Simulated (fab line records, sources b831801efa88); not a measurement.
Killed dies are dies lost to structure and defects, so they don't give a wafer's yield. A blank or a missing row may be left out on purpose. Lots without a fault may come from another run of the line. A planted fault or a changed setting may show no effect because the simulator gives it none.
Chamber matching | flow gf180mcu | GF_V3_CMP_26 on cmp-01: 4 sister chambers
The step polishes, stops on SiO2, t overpolish 15 s, target thk 0 nm. 14 wafers are shown with their chamber, then 6 later ones without.

WAFERS WITH THEIR CHAMBER
wafer  | chamber | motor_current_A (A) | time_to_endpoint_s (s) | overpolish_run_s (s)
L589.2 | 2       | 9.5                 | 89                     | 15.000
L589.4 | 0       | 10.2                | 86                     | 14.995
L589.5 | 0       | 10.4                | 84                     | 14.986
L590.1 | 2       | 9.4                 | 92                     | 15.014
L590.3 | 0       | 10.3                | 87                     | 15.011
L590.6 | 3       | 12.2                | 91                     | 15.006
L592.1 | 3       | 11.5                | 83                     | 14.990
L592.3 | 2       | 9.7                 | 83                     | 15.000
L592.5 | 3       | 11.1                | 86                     | 14.999
L593.1 | 1       | 12.6                | 92                     | 15.005
L593.4 | 3       | 11.4                | 89                     | 14.997
L593.5 | 1       | 13.3                | 94                     | 15.009
L594.1 | 2       | 9.3                 | 86                     | 15.000
L594.5 | 1       | 12.6                | 87                     | 14.991

SIGNATURES (means of the wafers above)
reading            | chamber 0 | chamber 1 | chamber 2 | chamber 3 | scatter within a chamber
motor_current_A    | 10.300    | 12.833    | 9.475     | 11.550    | 0.329
time_to_endpoint_s | 85.67     | 91.00     | 87.50     | 87.25     | 3.35
overpolish_run_s   | 14.99733  | 15.00167  | 15.00350  | 14.99800  | 0.00881
Rule: a wafer's distance from a chamber is the root of the sum, over the readings, of the square of ((its reading less the chamber's mean) divided by the reading's scatter). The wafer belongs to the nearest chamber; if the next one is less than 2 further off, it can't be placed. The scatter: the root of (the sum of the squares of (reading less its chamber's mean) over the shown wafers, divided by (wafers less chambers)).

WAFERS WITHOUT THEIR CHAMBER
wafer  | motor_current_A (A) | time_to_endpoint_s (s) | overpolish_run_s (s)
L594.6 | 9.5                 | 86                     | 14.995
L596.3 | 11.6                | 84                     | 15.002
L596.5 | 9.7                 | 85                     | 14.998
L596.6 | 13.2                | 86                     | 15.004
L605.2 | 10.6                | 81                     | 15.008
L606.2 | 11.7                | 83                     | 15.001

WHICH CHAMBER EACH WENT THROUGH
wafer  | from the rows above          | in truth
L594.6 | can't be placed: 2 or 0      | 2
L596.3 | 3                            | 3
L596.5 | can't be placed: 2 or 0      | 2
L596.6 | 1                            | 1
L605.2 | can't be placed: 0 or 3 or 2 | 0
L606.2 | 3                            | 3
Placed correctly: 3 of 6. Can't be placed from these rows: 3 (the true chamber is among the candidates in 3). Placed wrongly: 0.
